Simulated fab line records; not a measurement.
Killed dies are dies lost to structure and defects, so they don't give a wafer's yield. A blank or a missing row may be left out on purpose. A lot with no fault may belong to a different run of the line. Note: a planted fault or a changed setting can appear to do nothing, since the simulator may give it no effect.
fab line records + flow sky130
[record]
- lots = 11
- wafers = 33
- last_day = 49
route steps=708 shown METAL4@602 PAD_OPEN@708
lots with no fault: from the same line, run without faults
start_h: start of the lot's first displayed wafer, in hours after the record's first day + wait_h: time in hours since the lot's previous step + " identical to the entry in the row above + L1.1+2: a single row standing in for several wafers + - either no value or no given start + * or withheld: withheld + < > ~ a bound
route shown NAME@n: names a module that has steps shown in the file, with the first one's number in the route + usual: average and standard deviation across the fault-free wafers + same: alike in all rows + chamber/n: place in a boat + sites: per-site readings + _std_site: the standard deviation of these + _edge_site: mean of outer sites minus mean of inner sites + radius_mm: for every site, how far away it sits from the centre of the wafer + mask NAME#n: copy n + behind: the last tool/chamber to shape the wafer + hold: why the lot was held/for how many hours/how that ended + device: which transistor (n, p or np) failed to switch + end of line: the route-end tests of the same wafers + step lacking rows: just its recipe + killed: dies lost to structure and defects at the first sort, not the wafer's yield + map: the dies of a wafer, with x for killed, . for not killed, _ for no die there
set.NAME: setting as actually run; set.NAME@STEP: the setting as run at that earlier step + model.NAME: the simulator's own value behind a step, which no gauge read
one table for each step of the route and one row for each wafer, over a sample of lots
services: the hour from which a tool's chamber was out of use, counted from the record's first day as start_h (under 0 if before that day), plus the number of hours and why
[[steps]]
[step SKY_METAL4_SPUTTER_04]
[recipe]
- material = TiN
- target_thk_nm = 70
- power_w = 6500
- time_s = 58.3
- chamber_pressure_pa = 0.4
[usual]
- throttle_valve_pct = 29.6/1.3
| lot.wafer | tool           | chamber | start_h | wait_h | throttle_valve_pct |
|-----------|----------------|---------|---------|--------|--------------------|
| L214.1    | pvd_sputter-03 | -       | 931.35  | 0.0    | 30.9               |
| L214.4    | "              | -       | "       | "      | 29.4               |
| L214.6    | "              | -       | "       | "      | 30.3               |
| L217.1    | pvd_sputter-02 | -       | 970.35  | 0.0    | 31.8               |
| L217.3    | "              | -       | "       | "      | 30.6               |
| L217.6    | "              | -       | "       | "      | 30.0               |
| L218.3    | pvd_sputter-04 | -       | 980.82  | 0.0    | 30.7               |
| L218.4    | "              | -       | "       | "      | 28.9               |
| L218.5    | "              | -       | "       | "      | 29.8               |
| L221.2    | pvd_sputter-03 | -       | 985.31  | 0.0    | 30.2               |
| L221.5    | "              | -       | "       | "      | 30.2               |
| L221.6    | "              | -       | "       | "      | 30.8               |
| L224.3    | pvd_sputter-03 | -       | 1003.33 | 0.0    | 30.3               |
| L224.5    | "              | -       | "       | "      | 29.2               |
| L224.6    | "              | -       | "       | "      | 30.1               |
| L225.1    | pvd_sputter-03 | -       | 1005.71 | 0.0    | 29.3               |
| L225.2    | "              | -       | "       | "      | 30.3               |
| L225.4    | "              | -       | "       | "      | 31.1               |
| L226.2    | pvd_sputter-04 | -       | 1015.75 | 0.0    | 28.9               |
| L226.3    | "              | -       | "       | "      | 28.1               |
| L226.5    | "              | -       | "       | "      | 28.1               |
| L228.2    | pvd_sputter-02 | -       | 1027.17 | 0.0    | 30.3               |
| L228.5    | "              | -       | "       | "      | 28.8               |
| L228.6    | "              | -       | "       | "      | 31.7               |
| L229.2    | pvd_sputter-03 | -       | 1036.24 | 0.0    | 31.0               |
| L229.4    | "              | -       | "       | "      | 30.0               |
| L229.5    | "              | -       | "       | "      | 30.9               |
| L230.3    | pvd_sputter-04 | -       | 1038.84 | 0.0    | 28.2               |
| L230.4    | "              | -       | "       | "      | 30.2               |
| L230.5    | "              | -       | "       | "      | 28.0               |
| L231.2    | pvd_sputter-03 | -       | 1050.97 | 0.0    | 29.4               |
| L231.4    | "              | -       | "       | "      | 30.8               |
| L231.6    | "              | -       | "       | "      | 30.4               |
[step SKY_METAL4_EXPOSE_10]
[recipe]
- mask_id = MM4
- na = 0.68
- source_shape = annular
- sigma_inner = 0.4
- sigma_outer = 0.8
- target_cd_nm = 300
- dose_mj = 28
[usual]
- exposure_dose_mJ_cm2 = 27.999/0.028
[same]
- na = 0.68
| lot.wafer | tool           | chamber | start_h | wait_h | mask  | exposure_dose_mJ_cm2 |
|-----------|----------------|---------|---------|--------|-------|----------------------|
| L214.1    | krf_scanner-01 | 0       | 970.32  | -      | MM4#0 | 28.015               |
| L214.4    | "              | 0       | "       | "      | MM4#0 | 28.037               |
| L214.6    | "              | 0       | "       | "      | MM4#0 | 28.024               |
| L217.1    | krf_scanner-02 | 0       | 1005.97 | -      | MM4#0 | 28.038               |
| L217.3    | "              | 0       | "       | "      | MM4#0 | 28.044               |
| L217.6    | "              | 0       | "       | "      | MM4#0 | 27.988               |
| L218.3    | krf_scanner-02 | 0       | 1017.06 | -      | MM4#0 | 28.040               |
| L218.4    | "              | 0       | "       | "      | MM4#0 | 28.001               |
| L218.5    | "              | 0       | "       | "      | MM4#0 | 28.046               |
| L221.2    | krf_scanner-01 | 0       | 1022.24 | -      | MM4#0 | 28.064               |
| L221.5    | "              | 0       | "       | "      | MM4#0 | 28.046               |
| L221.6    | "              | 0       | "       | "      | MM4#0 | 28.032               |
| L224.3    | krf_scanner-01 | 0       | 1038.69 | -      | MM4#0 | 27.983               |
| L224.5    | "              | 0       | "       | "      | MM4#0 | 27.966               |
| L224.6    | "              | 0       | "       | "      | MM4#0 | 27.995               |
| L225.1    | krf_scanner-01 | 0       | 1040.95 | -      | MM4#0 | 28.000               |
| L225.2    | "              | 0       | "       | "      | MM4#0 | 28.043               |
| L225.4    | "              | 0       | "       | "      | MM4#0 | 28.021               |
| L226.2    | krf_scanner-01 | 0       | 1051.87 | -      | MM4#0 | 27.991               |
| L226.3    | "              | 0       | "       | "      | MM4#0 | 27.978               |
| L226.5    | "              | 0       | "       | "      | MM4#0 | 28.007               |
| L228.2    | krf_scanner-01 | 0       | 1061.61 | -      | MM4#0 | 25.560               |
| L228.5    | "              | 0       | "       | "      | MM4#0 | 25.561               |
| L228.6    | "              | 0       | "       | "      | MM4#0 | 25.566               |
| L229.2    | krf_scanner-01 | 0       | 1071.37 | -      | MM4#0 | 25.523               |
| L229.4    | "              | 0       | "       | "      | MM4#0 | 25.501               |
| L229.5    | "              | 0       | "       | "      | MM4#0 | 25.544               |
| L230.3    | krf_scanner-01 | 0       | 1073.93 | -      | MM4#0 | 26.046               |
| L230.4    | "              | 0       | "       | "      | MM4#0 | 26.052               |
| L230.5    | "              | 0       | "       | "      | MM4#0 | 26.054               |
| L231.2    | krf_scanner-01 | 0       | 1083.16 | -      | MM4#0 | 26.460               |
| L231.4    | "              | 0       | "       | "      | MM4#0 | 26.520               |
| L231.6    | "              | 0       | "       | "      | MM4#0 | 26.448               |
[step SKY_METAL4_CD_MEAS_13]
[recipe]
- target_cd_nm = 300
[usual]
- cd_nm = 300.1/1.4
| lot.wafer | tool      | chamber | start_h | wait_h | cd_nm |
|-----------|-----------|---------|---------|--------|-------|
| L214.1    | cd_sem-02 | -       | 981.45  | -      | 299.5 |
| L214.4    | "         | -       | "       | "      | 299.4 |
| L214.6    | "         | -       | "       | "      | 299.7 |
| L217.1    | cd_sem-02 | -       | 1017.45 | -      | 298.6 |
| L217.3    | "         | -       | "       | "      | 299.1 |
| L217.6    | "         | -       | "       | "      | 298.2 |
| L218.3    | cd_sem-02 | -       | 1028.09 | -      | 301.8 |
| L218.4    | "         | -       | "       | "      | 300.6 |
| L218.5    | "         | -       | "       | "      | 300.8 |
| L221.2    | cd_sem-01 | -       | 1033.42 | -      | 298.5 |
| L221.5    | "         | -       | "       | "      | 300.5 |
| L221.6    | "         | -       | "       | "      | 300.1 |
| L224.3    | cd_sem-02 | -       | 1050.41 | -      | 300.8 |
| L224.5    | "         | -       | "       | "      | 301.1 |
| L224.6    | "         | -       | "       | "      | 300.1 |
| L225.1    | cd_sem-02 | -       | 1052.45 | -      | 299.5 |
| L225.2    | "         | -       | "       | "      | 300.8 |
| L225.4    | "         | -       | "       | "      | 300.8 |
| L226.2    | cd_sem-02 | -       | 1062.02 | -      | 299.4 |
| L226.3    | "         | -       | "       | "      | 300.3 |
| L226.5    | "         | -       | "       | "      | 302.0 |
| L228.2    | cd_sem-02 | -       | 1072.37 | -      | 314.8 |
| L228.5    | "         | -       | "       | "      | 314.1 |
| L228.6    | "         | -       | "       | "      | 316.0 |
| L229.2    | cd_sem-02 | -       | 1080.67 | -      | 316.5 |
| L229.4    | "         | -       | "       | "      | 316.1 |
| L229.5    | "         | -       | "       | "      | 317.0 |
| L230.3    | cd_sem-02 | -       | 1083.69 | -      | 312.4 |
| L230.4    | "         | -       | "       | "      | 313.1 |
| L230.5    | "         | -       | "       | "      | 311.9 |
| L231.2    | cd_sem-01 | -       | 1094.12 | -      | 310.7 |
| L231.4    | "         | -       | "       | "      | 311.7 |
| L231.6    | "         | -       | "       | "      | 310.3 |
[step SKY_METAL4_ETCH_17]
[recipe]
- target = SiO2
- stop_on = TiN
- chemistry = C4F8/O2/Ar
- source_w = 1500
- bias_w = 1200
- pressure_mtorr = 40
- c4f8_flow_sccm = withheld
- O2_flow_sccm = 6
- Ar_flow_sccm = 300
- time_s = 3.9
- target_depth_a = 150
[usual]
- oes_product_au = 0.752/0.0073
| lot.wafer | tool        | chamber | start_h | wait_h | oes_product_au | rf_hours_counter_h |
|-----------|-------------|---------|---------|--------|----------------|--------------------|
| L214.1    | rie_diel-02 | 1       | 981.73  | 0.1    | 0.750          | 15                 |
| L214.4    | "           | 3       | "       | "      | 0.752          | 16                 |
| L214.6    | "           | 0       | "       | "      | 0.753          | -                  |
| L217.1    | rie_diel-02 | 0       | 1017.73 | 0.1    | 0.745          | 19                 |
| L217.3    | "           | 1       | "       | "      | 0.750          | 16                 |
| L217.6    | "           | 2       | "       | "      | 0.768          | -                  |
| L218.3    | rie_diel-02 | 1       | 1028.33 | 0.0    | 0.760          | 16                 |
| L218.4    | "           | 3       | "       | "      | 0.762          | 17                 |
| L218.5    | "           | 3       | "       | "      | 0.754          | -                  |
| L221.2    | rie_diel-02 | 2       | 1033.68 | 0.1    | 0.743          | 27                 |
| L221.5    | "           | 1       | "       | "      | 0.746          | -                  |
| L221.6    | "           | 2       | "       | "      | 0.759          | -                  |
| L224.3    | rie_diel-04 | 3       | 1050.65 | 0.0    | 0.734          | 16                 |
| L224.5    | "           | 0       | "       | "      | 0.747          | -                  |
| L224.6    | "           | 3       | "       | "      | 0.743          | -                  |
| L225.1    | rie_diel-02 | 3       | 1052.73 | 0.1    | 0.749          | 18                 |
| L225.2    | "           | 2       | "       | "      | 0.738          | 28                 |
| L225.4    | "           | 1       | "       | "      | 0.747          | 17                 |
| L226.2    | rie_diel-03 | 1       | 1062.28 | 0.1    | 0.746          | 12                 |
| L226.3    | "           | 0       | "       | "      | 0.739          | 11                 |
| L226.5    | "           | 1       | "       | "      | 0.747          | -                  |
| L228.2    | rie_diel-02 | 2       | 1072.63 | 0.1    | 0.757          | 28                 |
| L228.5    | "           | 1       | "       | "      | 0.758          | -                  |
| L228.6    | "           | 2       | "       | "      | 0.751          | -                  |
| L229.2    | rie_diel-02 | 3       | 1080.93 | 0.1    | 0.752          | 19                 |
| L229.4    | "           | 1       | "       | "      | 0.766          | 18                 |
| L229.5    | "           | 2       | "       | "      | 0.761          | -                  |
| L230.3    | rie_diel-03 | 1       | 1084.06 | 0.1    | 0.760          | 13                 |
| L230.4    | "           | 3       | "       | "      | 0.763          | 10                 |
| L230.5    | "           | 2       | "       | "      | 0.749          | -                  |
| L231.2    | rie_diel-04 | 1       | 1094.38 | 0.1    | 0.737          | 26                 |
| L231.4    | "           | 0       | "       | "      | 0.748          | -                  |
| L231.6    | "           | 3       | "       | "      | 0.749          | -                  |
[step SKY_METAL4_STRIP_19]
[recipe]
- chemistry = O2/N2
- power_w = 1400
- pressure_mtorr = 1500
- platen_temp_c = withheld
- o2_flow_sccm = 3000
- n2_flow_sccm = 300
- overash_fraction = 0.5
[usual]
- drypump_motor_current_A = 5.7/0.37
- oes_product_au = 0.502/0.0069
- strip_time_to_endpoint_s = 6.56/0.11
| lot.wafer | tool            | chamber | start_h | wait_h | drypump_motor_current_A | oes_product_au | rf_hours_counter_h | strip_time_to_endpoint_s |
|-----------|-----------------|---------|---------|--------|-------------------------|----------------|--------------------|--------------------------|
| L214.1    | plasma_asher-04 | 1       | 981.93  | 0.1    | 6.0                     | 0.496          | 22                 | 6.64                     |
| L214.4    | "               | 1       | "       | "      | 6.0                     | 0.497          | -                  | 6.49                     |
| L214.6    | "               | 0       | "       | "      | 6.0                     | 0.501          | -                  | 6.55                     |
| L217.1    | plasma_asher-01 | 0       | 1017.93 | 0.1    | 5.8                     | 0.496          | 121                | 6.41                     |
| L217.3    | "               | 1       | "       | "      | 5.2                     | 0.511          | -                  | 6.72                     |
| L217.6    | "               | 0       | "       | "      | 5.8                     | 0.506          | -                  | 6.74                     |
| L218.3    | plasma_asher-04 | 1       | 1028.56 | 0.1    | 6.0                     | 0.497          | -                  | 6.50                     |
| L218.4    | "               | 0       | "       | "      | 5.9                     | 0.498          | -                  | 6.53                     |
| L218.5    | "               | 0       | "       | "      | 6.0                     | 0.502          | -                  | 6.48                     |
| L221.2    | plasma_asher-02 | 0       | 1033.88 | 0.1    | 5.2                     | 0.506          | 60                 | 6.55                     |
| L221.5    | "               | 0       | "       | "      | 5.2                     | 0.496          | -                  | 6.50                     |
| L221.6    | "               | 1       | "       | "      | 5.2                     | 0.498          | -                  | 6.51                     |
| L224.3    | plasma_asher-01 | 1       | 1050.88 | 0.1    | 5.2                     | 0.500          | -                  | 6.68                     |
| L224.5    | "               | 0       | "       | "      | 5.8                     | 0.503          | -                  | 6.67                     |
| L224.6    | "               | 1       | "       | "      | 5.2                     | 0.498          | -                  | 6.62                     |
| L225.1    | plasma_asher-04 | 0       | 1052.93 | 0.1    | 6.0                     | 0.512          | 29                 | 6.75                     |
| L225.2    | "               | 1       | "       | "      | 6.0                     | 0.498          | 29                 | 6.45                     |
| L225.4    | "               | 1       | "       | "      | 6.0                     | 0.498          | -                  | 6.50                     |
| L226.2    | plasma_asher-04 | 0       | 1062.48 | 0.1    | 6.0                     | 0.497          | 31                 | 6.53                     |
| L226.3    | "               | 1       | "       | "      | 6.0                     | 0.497          | -                  | 6.54                     |
| L226.5    | "               | 0       | "       | "      | 6.0                     | 0.506          | -                  | 6.61                     |
| L228.2    | plasma_asher-01 | 0       | 1072.83 | 0.1    | 5.9                     | 0.504          | 1                  | 6.71                     |
| L228.5    | "               | 0       | "       | "      | 5.8                     | 0.503          | -                  | 6.59                     |
| L228.6    | "               | 1       | "       | "      | 5.2                     | 0.492          | -                  | 6.47                     |
| L229.2    | plasma_asher-01 | 0       | 1081.13 | 0.1    | 5.9                     | 0.508          | 2                  | 6.61                     |
| L229.4    | "               | 1       | "       | "      | 5.2                     | 0.499          | -                  | 6.50                     |
| L229.5    | "               | 1       | "       | "      | 5.2                     | 0.495          | -                  | 6.43                     |
| L230.3    | plasma_asher-02 | 0       | 1084.29 | 0.1    | 5.2                     | 0.503          | -                  | 6.57                     |
| L230.4    | "               | 1       | "       | "      | 5.1                     | 0.501          | -                  | 6.62                     |
| L230.5    | "               | 0       | "       | "      | 5.2                     | 0.497          | -                  | 6.63                     |
| L231.2    | plasma_asher-04 | 0       | 1094.58 | 0.1    | 6.0                     | 0.504          | 34                 | 6.58                     |
| L231.4    | "               | 0       | "       | "      | 6.0                     | 0.508          | -                  | 6.62                     |
| L231.6    | "               | 1       | "       | "      | 6.0                     | 0.513          | -                  | 6.64                     |
[step SKY_PAD_OPEN_PROBE_99]
[usual]
- defect_limited_yield = 82.7/2
- killed_at_M0_to_M3 = 43/7.4
- killed_at_M4_up = 3.5/2.1
- killed_at_contacts = 24/5.4
- killed_at_front_end = 15/4.7
- killed_at_other = 0.2/0.44
- killed_dies = 85/10
- killed_open = 47/7.1
- killed_short = 38/7
- sort_bin_3_pad_short = 0.9/0.41
- sort_bin_5_function = 10.4/1.6
- sort_bin_6_memory = 6.1/1.1
- sort_n_pass = 407/10
- sort_yield_pct = 82.7/2
[same]
- gross_dies = 492
- killed_at_back_side = 0
- sort_bin_4_leakage[%] = 0
- sort_bin_8_speed[%] = 0
| lot.wafer | tool      | chamber | start_h | wait_h | defect_limited_yield[%] | killed_at_M0_to_M3 | killed_at_M4_up | killed_at_contacts | killed_at_front_end | killed_at_other | killed_dies | killed_open | killed_short | sort_bin_3_pad_short[%] | sort_bin_5_function[%] | sort_bin_6_memory[%] | sort_n_pass | sort_yield_pct[%] |
|-----------|-----------|---------|---------|--------|-------------------------|--------------------|-----------------|--------------------|---------------------|-----------------|-------------|-------------|--------------|-------------------------|------------------------|----------------------|-------------|-------------------|
| L228.6    | prober-01 | -       | 1157.27 | 0.2    | 82.7                    | 45                 | 2               | 25                 | 12                  | 1               | 85          | 49          | 36           | 2.0                     | 9.6                    | 5.7                  | 407         | 82.7              |
| L229.4    | prober-02 | -       | 1164.49 | 0.2    | 85.0                    | 42                 | 3               | 18                 | 11                  | 0               | 74          | 31          | 43           | 1.4                     | 8.1                    | 5.5                  | 418         | 85.0              |
| L229.5    | prober-02 | -       | 1164.54 | 0.2    | 84.8                    | 30                 | 6               | 22                 | 17                  | 0               | 75          | 37          | 38           | 1.0                     | 7.7                    | 6.5                  | 417         | 84.8              |
| L230.5    | prober-01 | -       | 1167.87 | 0.2    | 85.8                    | 33                 | 1               | 20                 | 16                  | 0               | 70          | 36          | 33           | 0.6                     | 8.9                    | 4.7                  | 422         | 85.8              |
| L231.4    | prober-02 | -       | 1176.13 | 0.2    | 81.5                    | 49                 | 1               | 21                 | 20                  | 0               | 91          | 55          | 36           | 1.0                     | 12.0                   | 5.5                  | 401         | 81.5              |
// killed by level:class
L228.6 VIA1:geometric_particle:open=9 LI_CONTACT:geometric_particle:open=9 CONTACT:geometric_particle:open=9 VIA2:geometric_particle:open=8 VIA3:geometric_particle:open=7 VIA1:geometric_particle:short=6 VIA3:geometric_particle:short=6 CONTACT:geometric_particle:short=3
L229.4 METAL1:geometric_particle:short=9 VIA1:geometric_particle:short=7 VIA1:geometric_particle:open=6 CONTACT:geometric_particle:open=5 VIA3:geometric_particle:open=5 LI_CONTACT:geometric_particle:open=4 CONTACT:geometric_particle:short=4 METAL2:geometric_particle:short=4
L229.5 CONTACT:geometric_particle:open=7 METAL1:geometric_particle:short=6 VIA1:geometric_particle:open=6 FIELD_ISO:geometric_particle:short=5 LI_CONTACT:geometric_particle:open=5 CONTACT:geometric_particle:short=4 VIA2:geometric_particle:open=4 VIA3:geometric_particle:open=4
L230.5 VIA1:geometric_particle:open=10 CONTACT:geometric_particle:open=9 METAL2:geometric_particle:short=6 POLY_GATE:geometric_particle:short=5 LI_CONTACT:geometric_particle:open=4 FIELD_ISO:geometric_particle:open=3 POLY_GATE:geometric_particle:open=3 CONTACT:geometric_particle:short=3
L231.4 VIA1:geometric_particle:open=12 VIA3:geometric_particle:open=9 LI_CONTACT:geometric_particle:open=7 CONTACT:geometric_particle:open=6 POLY_GATE:geometric_particle:open=5 POLY_GATE:geometric_particle:short=5 METAL2:geometric_particle:open=5 METAL2:geometric_particle:short=5
[[services]]
| tool            | chamber | start_h | hours | kind   |
|-----------------|---------|---------|-------|--------|
| krf_scanner-01  | -       | 910.03  | 1.3   | pm     |
| krf_scanner-01  | -       | 911.33  | 3.6   | pm     |
| rie_diel-03     | 3       | 925.50  | 31.2  | repair |
| krf_scanner-02  | -       | 927.48  | 0.8   | pm     |
| krf_scanner-02  | -       | 939.83  | 0.9   | repair |
| plasma_asher-04 | -       | 948.13  | 12.4  | repair |
| pvd_sputter-03  | -       | 950.59  | 4.6   | repair |
| krf_scanner-02  | -       | 958.91  | 1.3   | pm     |
| krf_scanner-02  | -       | 961.18  | 0.2   | repair |
| krf_scanner-01  | -       | 991.09  | 1.0   | pm     |
| rie_diel-02     | 3       | 1013.68 | 4.4   | repair |
| rie_diel-03     | 0       | 1013.79 | 3.9   | repair |
| krf_scanner-01  | -       | 1015.00 | 0.8   | pm     |
| rie_diel-03     | 3       | 1016.11 | 10.8  | repair |
| krf_scanner-02  | -       | 1021.55 | 72.0  | pm     |
| plasma_asher-01 | -       | 1025.69 | 1.5   | repair |
| rie_diel-04     | 3       | 1044.22 | 5.0   | repair |
| krf_scanner-01  | -       | 1048.82 | 0.4   | repair |
| plasma_asher-01 | -       | 1055.25 | 9.0   | pm     |
| rie_diel-02     | 2       | 1058.40 | 7.4   | repair |
| pvd_sputter-03  | -       | 1079.40 | 2.8   | repair |
| pvd_sputter-04  | -       | 1081.33 | 6.2   | repair |
| pvd_sputter-04  | -       | 1086.02 | 9.5   | repair |
| pvd_sputter-03  | -       | 1091.87 | 2.5   | repair |
[[key]]
[first_sign]
- step = SKY_METAL4_EXPOSE_10
- reading = exposure_dose_mJ_cm2
- direction = down
- sigmas = 75
- usual = *
- struck = *
[effect]
- step = SKY_METAL4_CD_MEAS_13
- reading = cd_nm
- direction = up
- sigmas = 9.9
- usual = 300.1
- struck = 313.7
- through = control_loop
met_at SKY_METAL4_EXPOSE_10
struck_lots L228,L229,L230,L231
[loop_trim]
- step = SKY_METAL4_EXPOSE_10
- setting = dose
- lots = L230,L231
not_acting_at SKY_METAL4_SPUTTER_04,SKY_METAL4_ETCH_17,SKY_METAL4_STRIP_19
onset_between 1051.87 1061.61
[fault]
- kind = process_parameter_drift
- tool = krf_scanner-01
- chamber = -
- onset_h = 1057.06
- steps = SKY_METAL4_EXPOSE_10
- channel = dose_mj
- offset = -2.4319
- shape = step
- acts_in = these_recipes_only
- stated = 28
// loop_trim: a control loop set the setting to another value than it would have without faults
